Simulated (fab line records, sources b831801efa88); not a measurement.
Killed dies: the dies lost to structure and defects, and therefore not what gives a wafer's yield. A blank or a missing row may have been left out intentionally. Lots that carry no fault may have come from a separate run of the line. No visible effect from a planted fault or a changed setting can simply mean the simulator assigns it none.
fab line records -- flow sky130
record lots=13, wafers=39, last_day=50
route steps=708 shown NWELL@60 METAL2@484 CAPM@551 METAL3@564
lots that met no fault: from a run of the same line without faults
start_h: the number of hours between the record's first day and the start of the first shown wafer of the lot -- wait_h: hours from the lot's prior step to this one -- " repeats the value in the row above -- L1.1+2: a row that stands for several wafers -- - value missing, or start not given -- * or withheld: withheld -- < > ~ a bound
route shown NAME@n: a module of which the file shows steps, and the number in the route of the first -- usual: average and standard deviation across the fault-free wafers -- same: alike in all rows -- chamber/n: place in a boat -- sites: the reading at each site -- _std_site: the standard deviation of these -- _edge_site: mean of outer sites minus mean of inner sites -- radius_mm: for every site, how far away it sits from the centre of the wafer -- mask NAME#n: copy n -- behind: the last tool/chamber to shape the wafer -- hold: cause of the lot's hold/its duration in hours/its outcome -- device: names the non-switching transistor (n, p or np) -- end of line: tests of these same wafers at the route's end -- step lacking rows: just its recipe -- killed: not the wafer's yield, but the dies lost to structure and defects at the first sort -- map: dies across one wafer; x = killed, . = not, _ = none there
set.NAME: the setting that was run; set.NAME@STEP: the one run at that earlier step -- model.NAME: the simulator's own value behind a step, which no gauge read
a sample of lots followed through the steps of the route, with each step as a table and each wafer as a row
services: the hour from which a tool's chamber was out of use, counted from the record's first day as start_h (under 0 if before that day), plus the number of hours and why
## steps
# step SKY_NWELL_EXPOSE_07
# recipe mask_id=NWM, na=0.6, source_shape=conventional, sigma_outer=0.6, polarization=unpolarized, target_cd_nm=840, dose_mj=255
lot.wafer,tool,chamber,start_h,wait_h,mask
L959.1+5+6,iline_stepper-02,0,75.93,-,NWM#0
L960.3+5+6,iline_stepper-02,0,84.24,-,NWM#0
L961.1+2+4,iline_stepper-02,0,89.66,-,NWM#0
L962.1+4+6,iline_stepper-01,0,95.28,-,NWM#0
L964.2+3+5,iline_stepper-01,0,108.46,-,NWM#0
L971.2+3+5,iline_stepper-02,0,146.25,-,NWM_R1#0
L975.3+5+6,iline_stepper-02,0,171.97,-,NWM#0
L977.1+2+4,iline_stepper-01,0,179.83,-,NWM#0
L978.2+4+6,iline_stepper-02,0,192.07,-,NWM#0
L979.4+5+6,iline_stepper-01,0,197.70,-,NWM#0
L980.3+5+6,iline_stepper-01,0,199.62,-,NWM#0
L981.3+4+5,iline_stepper-01,0,205.82,-,NWM#0
L982.1+2+6,iline_stepper-02,0,211.10,-,NWM#0
# step SKY_METAL2_SPUTTER_01
# recipe material=TiN, target_thk_nm=20, power_w=6500, time_s=16.7, chamber_pressure_pa=0.4
# usual chamber_pressure_pa=0.4000/0.00077, throttle_valve_pct=30.3/1.2
lot.wafer,tool,chamber,start_h,wait_h,chamber_pressure_pa,throttle_valve_pct
L959.1,pvd_sputter-01,-,788.03,0.0,0.4004,28.6
L959.5,pvd_sputter-01,-,788.03,0.0,0.3993,32.1
L959.6,pvd_sputter-01,-,788.03,0.0,0.4004,28.9
L960.3,pvd_sputter-01,-,797.69,0.0,0.3995,31.9
L960.5,pvd_sputter-01,-,797.69,0.0,0.4013,28.7
L960.6,pvd_sputter-01,-,797.69,0.0,0.3991,32.0
L961.1,pvd_sputter-04,-,804.29,0.0,0.3993,30.4
L961.2,pvd_sputter-04,-,804.29,0.0,0.3988,28.8
L961.4,pvd_sputter-04,-,804.29,0.0,0.4002,31.5
L962.1,pvd_sputter-02,-,815.04,0.0,0.4003,31.4
L962.4,pvd_sputter-02,-,815.04,0.0,0.3992,30.2
L962.6,pvd_sputter-02,-,815.04,0.0,0.4007,29.6
L964.2,pvd_sputter-01,-,825.70,0.0,0.4004,31.3
L964.3,pvd_sputter-01,-,825.70,0.0,0.4004,28.8
L964.5,pvd_sputter-01,-,825.70,0.0,0.4012,31.0
L971.2,pvd_sputter-04,-,879.51,0.0,0.3978,28.6
L971.3,pvd_sputter-04,-,879.51,0.0,0.3994,28.7
L971.5,pvd_sputter-04,-,879.51,0.0,0.3996,30.9
L975.3,pvd_sputter-01,-,913.89,0.0,0.4001,30.5
L975.5,pvd_sputter-01,-,913.89,0.0,0.3989,30.2
L975.6,pvd_sputter-01,-,913.89,0.0,0.4002,31.3
L977.1,pvd_sputter-02,-,927.10,0.0,0.3991,30.2
L977.2,pvd_sputter-02,-,927.10,0.0,0.3996,29.3
L977.4,pvd_sputter-02,-,927.10,0.0,0.4005,31.4
L978.2,pvd_sputter-01,-,938.38,0.0,0.4006,30.1
L978.4,pvd_sputter-01,-,938.38,0.0,0.3996,31.9
L978.6,pvd_sputter-01,-,938.38,0.0,0.4005,28.7
L979.4,pvd_sputter-04,-,944.85,0.0,0.3989,30.8
L979.5,pvd_sputter-04,-,944.85,0.0,0.3995,30.8
L979.6,pvd_sputter-04,-,944.85,0.0,0.4010,31.6
L980.3,pvd_sputter-02,-,946.08,0.0,0.4000,31.2
L980.5,pvd_sputter-02,-,946.08,0.0,0.4015,31.5
L980.6,pvd_sputter-02,-,946.08,0.0,0.3995,29.5
L981.3,pvd_sputter-01,-,952.68,0.0,0.3998,30.3
L981.4,pvd_sputter-01,-,952.68,0.0,0.3997,31.0
L981.5,pvd_sputter-01,-,952.68,0.0,0.3988,32.1
L982.1,pvd_sputter-04,-,953.84,0.0,0.4019,32.1
L982.2,pvd_sputter-04,-,953.84,0.0,0.4010,29.0
L982.6,pvd_sputter-04,-,953.84,0.0,0.3999,31.6
# step SKY_CAPM_STRIP_14
# recipe chemistry=O2/N2, power_w=1400, pressure_mtorr=1500, platen_temp_c=withheld, o2_flow_sccm=3000, n2_flow_sccm=300, overash_fraction=0.5
# usual drypump_motor_current_A=5.6/0.66, oes_product_au=0.711/0.0047, strip_time_to_endpoint_s=12.62/0.041
lot.wafer,tool,chamber,start_h,wait_h,drypump_motor_current_A,oes_product_au,rf_hours_counter_h,strip_time_to_endpoint_s
L959.1,plasma_asher-03,1,870.48,0.1,4.9,0.714,43,12.64
L959.5,plasma_asher-03,1,870.48,0.1,4.9,0.707,-,12.58
L959.6,plasma_asher-03,0,870.48,0.1,6.2,0.720,-,12.58
L960.3,plasma_asher-03,1,879.99,0.1,4.9,0.715,-,12.59
L960.5,plasma_asher-03,0,879.99,0.1,6.2,0.705,-,12.60
L960.6,plasma_asher-03,1,879.99,0.1,4.9,0.708,-,12.53
L961.1,plasma_asher-02,0,885.83,0.1,6.4,0.716,15,12.59
L961.2,plasma_asher-02,1,885.83,0.1,4.8,0.711,15,12.63
L961.4,plasma_asher-02,1,885.83,0.1,4.8,0.713,-,12.62
L962.1,plasma_asher-01,1,897.18,0.1,5.8,0.708,105,12.64
L962.4,plasma_asher-01,0,897.18,0.1,5.2,0.713,-,12.64
L962.6,plasma_asher-01,0,897.18,0.1,5.2,0.711,-,12.65
L964.2,plasma_asher-01,0,907.28,0.1,5.2,0.714,106,12.55
L964.3,plasma_asher-01,0,907.28,0.1,5.2,0.708,-,12.59
L964.5,plasma_asher-01,1,907.28,0.1,5.8,0.713,-,12.58
L971.2,plasma_asher-02,0,956.82,0.1,6.4,0.708,22,12.61
L971.3,plasma_asher-02,0,956.82,0.1,6.4,0.719,-,12.58
L971.5,plasma_asher-02,0,956.82,0.1,6.4,0.711,-,12.56
L975.3,plasma_asher-01,0,989.04,0.1,5.2,0.714,-,12.57
L975.5,plasma_asher-01,0,989.04,0.1,5.2,0.716,-,12.59
L975.6,plasma_asher-01,1,989.04,0.1,5.8,0.718,-,12.55
L977.1,plasma_asher-03,0,1002.03,0.1,6.2,0.705,56,12.60
L977.2,plasma_asher-03,1,1002.03,0.1,4.9,0.711,56,12.63
L977.4,plasma_asher-03,1,1002.03,0.1,4.9,0.714,-,12.62
L978.2,plasma_asher-02,1,1013.42,0.1,4.9,0.710,27,12.67
L978.4,plasma_asher-02,0,1013.42,0.1,6.4,0.711,-,12.64
L978.6,plasma_asher-02,1,1013.42,0.1,4.9,0.709,-,12.68
L979.4,plasma_asher-02,0,1019.14,0.1,6.4,0.721,-,12.68
L979.5,plasma_asher-02,0,1019.14,0.1,6.4,0.715,-,12.56
L979.6,plasma_asher-02,1,1019.14,0.1,4.9,0.704,-,12.60
L980.3,plasma_asher-02,0,1020.90,0.1,6.4,0.706,-,12.68
L980.5,plasma_asher-02,1,1020.90,0.1,4.8,0.711,-,12.69
L980.6,plasma_asher-02,0,1020.90,0.1,6.4,0.715,-,12.64
L981.3,plasma_asher-02,1,1026.26,0.1,4.9,0.712,-,12.63
L981.4,plasma_asher-02,0,1026.26,0.1,6.4,0.709,-,12.61
L981.5,plasma_asher-02,0,1026.26,0.1,6.4,0.716,-,12.60
L982.1,plasma_asher-02,1,1027.33,0.1,4.9,0.716,28,12.63
L982.2,plasma_asher-02,0,1027.33,0.1,6.4,0.712,28,12.63
L982.6,plasma_asher-02,0,1027.33,0.1,6.4,0.720,-,12.61
# step SKY_METAL3_OVL_MEAS_14
# usual METAL3_OVL=0/4.8
lot.wafer,tool,chamber,start_h,wait_h,METAL3_OVL[nm]
L959.1,overlay-01,-,896.45,0.1,-11
L959.5,overlay-01,-,896.45,0.1,-2
L959.6,overlay-01,-,896.45,0.1,-12
L960.3,overlay-01,-,905.36,0.1,-1
L960.5,overlay-01,-,905.36,0.1,0
L960.6,overlay-01,-,905.36,0.1,-1
L961.1,overlay-02,-,911.76,0.1,-1
L961.2,overlay-02,-,911.76,0.1,-9
L961.4,overlay-02,-,911.76,0.1,-3
L962.1,overlay-02,-,922.57,0.1,-5
L962.4,overlay-02,-,922.57,0.1,-3
L962.6,overlay-02,-,922.57,0.1,-4
L964.2,overlay-02,-,933.53,0.1,-3
L964.3,overlay-02,-,933.53,0.1,-4
L964.5,overlay-02,-,933.53,0.1,-2
L971.2,overlay-02,-,980.91,0.1,5
L971.3,overlay-02,-,980.91,0.1,1
L971.5,overlay-02,-,980.91,0.1,3
L975.3,overlay-01,-,1012.04,0.1,4
L975.5,overlay-01,-,1012.04,0.1,1
L975.6,overlay-01,-,1012.04,0.1,2
L977.1,overlay-01,-,1025.37,0.1,-6
L977.2,overlay-01,-,1025.37,0.1,-1
L977.4,overlay-01,-,1025.37,0.1,-3
L978.2,overlay-02,-,1036.28,0.1,6
L978.4,overlay-02,-,1036.28,0.1,7
L978.6,overlay-02,-,1036.28,0.1,4
L979.4,overlay-01,-,1042.07,0.1,3
L979.5,overlay-01,-,1042.07,0.1,-1
L979.6,overlay-01,-,1042.07,0.1,-2
L980.3,overlay-02,-,1042.76,0.1,-14
L980.5,overlay-02,-,1042.76,0.1,-12
L980.6,overlay-02,-,1042.76,0.1,-4
L981.3,overlay-02,-,1048.69,0.1,0
L981.4,overlay-02,-,1048.69,0.1,5
L981.5,overlay-02,-,1048.69,0.1,6
L982.1,overlay-01,-,1050.22,0.1,-4
L982.2,overlay-01,-,1050.22,0.1,-6
L982.6,overlay-01,-,1050.22,0.1,-2
## services
tool,chamber,start_h,hours,kind
iline_stepper-02,-,58.71,1.7,pm
iline_stepper-01,-,71.08,1.4,repair
iline_stepper-01,-,79.56,1.7,pm
iline_stepper-01,-,82.06,8.2,repair
plasma_asher-02,-,155.94,14.6,pm
pvd_sputter-01,-,157.07,4.7,repair
pvd_sputter-01,-,161.59,6.6,repair
iline_stepper-02,-,164.18,1.0,repair
iline_stepper-02,-,218.74,2.1,pm
iline_stepper-01,-,229.50,2.1,pm
iline_stepper-01,-,270.55,5.6,repair
iline_stepper-02,-,276.83,1.7,pm
iline_stepper-01,-,297.73,1.7,pm
plasma_asher-02,-,337.13,1.2,repair
iline_stepper-02,-,392.06,0.5,repair
iline_stepper-02,-,495.01,1.7,pm
iline_stepper-02,-,584.72,8.6,repair
iline_stepper-02,-,608.57,4.4,pm
iline_stepper-02,-,713.19,1.7,pm
iline_stepper-02,-,727.85,8.9,pm
plasma_asher-02,-,733.75,9.0,pm
iline_stepper-02,-,837.12,7.9,repair
iline_stepper-02,-,931.37,1.7,pm
plasma_asher-02,-,994.14,4.0,repair
## key
first_sign step=SKY_NWELL_EXPOSE_07, reading=mask, direction=changed
effect none on later readings
met_at SKY_NWELL_EXPOSE_07
struck_lots L971
tester_left_out L971
not_acting_at SKY_METAL2_SPUTTER_01,SKY_CAPM_STRIP_14,SKY_METAL3_OVL_MEAS_14
onset_between 89.66 146.25
fault kind=wrong_mask, tool=any, chamber=-, onset_h=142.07, steps=SKY_NWELL_EXPOSE_07, aux_copy=NWM_R1#0, cd_offset_nm=-42, scope=struck_lots_only
# tester_left_out: of these lots the tester's yield and bins aren't shown, on N5 and GAA mostly nor the transistor test; their killed dies are dies lost to structure and defects alone, not to doping, threshold or leakage, so they don't give the yield
